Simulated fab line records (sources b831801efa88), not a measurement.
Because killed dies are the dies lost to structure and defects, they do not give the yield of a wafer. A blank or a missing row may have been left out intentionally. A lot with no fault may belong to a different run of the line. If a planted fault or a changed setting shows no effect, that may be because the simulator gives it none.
Which tool did it? | flow sky130 | Sampling: 14 lots, 42 wafers, 2 of 708 route steps

== WHAT THE GAUGES SHOWED, per wafer ==
SKY_NWELL_RS_MEAS_29: the measuring method here is four-point-probe.
lot  | measured     | on            | NWELL_RS (ohm/sq)
L938 | day 5 07:06  | film metro-04 | 623.9 627.3 625.6
L941 | day 5 21:09  | film metro-01 | 623.3 624.7 626.9
L943 | day 7 08:27  | film metro-02 | 624.7 624.0 627.0
L945 | day 7 13:23  | film metro-04 | 628.0 626.1 626.2
L944 | day 7 13:43  | film metro-01 | 624.6 625.2 624.2
L946 | day 7 18:15  | film metro-04 | 623.0 623.6 623.7
L949 | day 8 06:04  | film metro-01 | 624.8 624.3 625.4
L951 | day 8 19:41  | film metro-02 | 624.3 625.9 623.0
L956 | day 9 18:11  | film metro-02 | 624.3 624.2 624.7
L957 | day 10 08:10 | film metro-01 | 618.0 615.7 616.9
L958 | day 10 15:35 | film metro-01 | 619.6 620.1 618.3
L960 | day 10 21:08 | film metro-04 | 625.2 624.4 627.2
L959 | day 10 21:28 | film metro-01 | 625.4 625.7 624.6
L961 | day 11 04:13 | film metro-02 | 624.9 621.9 624.0

== WHICH TOOL RAN EACH LOT (tool, then ch and the chambers of the sampled wafers, then the start) ==
lot  | SKY_NWELL_IMPLANT_12
L938 | implanter-02 ch 0, day 4 13:48
L941 | implanter-02 ch 0, day 5 02:39
L943 | implanter-02 ch 0, day 6 12:29
L945 | implanter-04 ch 0, day 6 16:55
L944 | implanter-02 ch 0, day 6 17:15
L946 | implanter-04 ch 0, day 6 21:33
L949 | implanter-04 ch 0, day 7 08:49
L951 | implanter-01 ch 0, day 7 22:28
L956 | implanter-02 ch 0, day 8 20:28
L957 | implanter-02 ch 0, day 9 09:09
L958 | implanter-02 ch 0, day 9 16:10
L960 | implanter-01 ch 0, day 9 21:59
L959 | implanter-04 ch 0, day 9 22:20
L961 | implanter-01 ch 0, day 10 04:32
- SKY_NWELL_IMPLANT_12

== WHAT THE TOOLS THEMSELVES READ (means of the sampled wafers that have a number; where no wafer has one, the mark that the record gives instead) ==
SKY_NWELL_IMPLANT_12.
lot  | tool         | dose ions cm2 | faraday current uA
L938 | implanter-02 | 1.3e+12       | 7.40
L941 | implanter-02 | 1.3e+12       | 7.24
L943 | implanter-02 | 1.3e+12       | 7.36
L945 | implanter-04 | 1.3e+12       | 7.39
L944 | implanter-02 | 1.3e+12       | 7.28
L946 | implanter-04 | 1.3e+12       | 7.27
L949 | implanter-04 | 1.3e+12       | 7.28
L951 | implanter-01 | 1.3e+12       | 7.16
L956 | implanter-02 | 1.3e+12       | 7.44
L957 | implanter-02 | 1.5e+12       | 8.51
L958 | implanter-02 | 1.5e+12       | 8.35
L960 | implanter-01 | 1.3e+12       | 7.48
L959 | implanter-04 | 1.3e+12       | 7.23
L961 | implanter-01 | 1.3e+12       | 7.44

== THE ANSWER, worked out from the rows above alone ==
Rule: usual is defined by the lots themselves. The widest of any qualifying gaps counts: lots, ordered by their means at a reading, are off when they make up no more than a third of the lots, leave a main group of 4 or more, and stand apart from it by 3 or more times the standard deviation of that group's means. Not used: any main group whose means are identical at the precision the tables above print for the reading. Also off: a lot with no number at a reading for which 4 or more lots have one. Any other lot the step has rows for is counted as sound. The gauges are gone through in route order, then the tools' own readings, and for those a lot's mean is taken as printed above. The first step at which some lot is off is used, and at that step the reading that is off furthest; a lot without a number counts as furthest.
Off: L957, L958, seen at SKY_NWELL_RS_MEAS_29 (NWELL_RS). Mean 624.9 ohm/sq and standard deviation 0.87 in the main group.
A tool fits if, at a process step before that reading, it ran every lot that is off, and no sound lot after the first of them. The gauges at SKY_NWELL_RS_MEAS_29 aren't tried: what is off there is off at SKY_NWELL_IMPLANT_12 too, on other tools, and a gauge's error can't cause that. One fits: implanter-02 at SKY_NWELL_IMPLANT_12. A fault onset in the window from L956 (day 8 20:28, its last sound lot) to L957 (day 9 09:09, its first lot off) fits.
The tool's own readings at SKY_NWELL_IMPLANT_12 bear it out: on the lots that are off they differ by more than 5 times the standard deviation of the sound lots' means. dose ions cm2 reads 1.5e+12 there against 1.3e+12 on the sound lots; faraday current uA reads 8.43 there against 7.33 on the sound lots.

== WHAT THE SIMULATOR HAD INSERTED ==
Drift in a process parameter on implanter-02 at SKY_NWELL_IMPLANT_12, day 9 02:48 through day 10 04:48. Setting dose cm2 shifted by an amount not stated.
Struck lots among those shown: L957, L958. The rule given above showed the same thing.
